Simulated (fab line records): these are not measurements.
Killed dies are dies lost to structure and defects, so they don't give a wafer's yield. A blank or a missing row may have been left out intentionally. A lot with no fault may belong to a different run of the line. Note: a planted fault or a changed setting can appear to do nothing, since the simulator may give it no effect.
Chamber matching ; flow gf180mcu ; GF_V2_CMP_04 on cmp-02: 4 sister chambers
The step polishes SiO2. 4 wafers are shown with their chamber, then 7 later ones without.

## WAFERS WITH THEIR CHAMBER
wafer;chamber;motor current A (A)
L337.3;1;11.3
L337.6;0;11.5
L338.1;3;10.1
L338.2;2;11.3

## WAFERS WITHOUT THEIR CHAMBER
wafer;motor current A (A)
L338.3;11.1
L339.3;12.5
L339.4;10.6
L339.5;11.5
L348.1;11.9
L348.5;10.5
L348.6;11.4

## WHICH CHAMBER EACH ONE RAN IN
wafer;from the rows above;in truth
L338.3;can't be placed: 1 or 2 or 0 or 3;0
L339.3;can't be placed: 0 or 1 or 2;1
L339.4;can't be placed: 3 or 1 or 2 or 0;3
L339.5;can't be placed: 0 or 1 or 2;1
L348.1;can't be placed: 0 or 1 or 2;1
L348.5;can't be placed: 3 or 1 or 2 or 0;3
L348.6;can't be placed: 0 or 1 or 2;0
0 of 7 placed correctly. Unplaceable from these rows: 7, with the true chamber sitting among the candidates in 7. Placed wrongly: 0.
How it was worked out, from the rows above alone: a wafer's distance from a chamber is the root of the sum, over the readings, of the square of ((its reading less the chamber's mean) divided by the reading's scatter). If the next closest chamber is less than 2 further off than the closest, the wafer can't be placed; otherwise it belongs to the closest. Each chamber's mean is taken over the wafers shown for it. The scatter: with one shown wafer a chamber, the root of the mean of the squares of how far each hidden wafer lies from its nearest shown one.
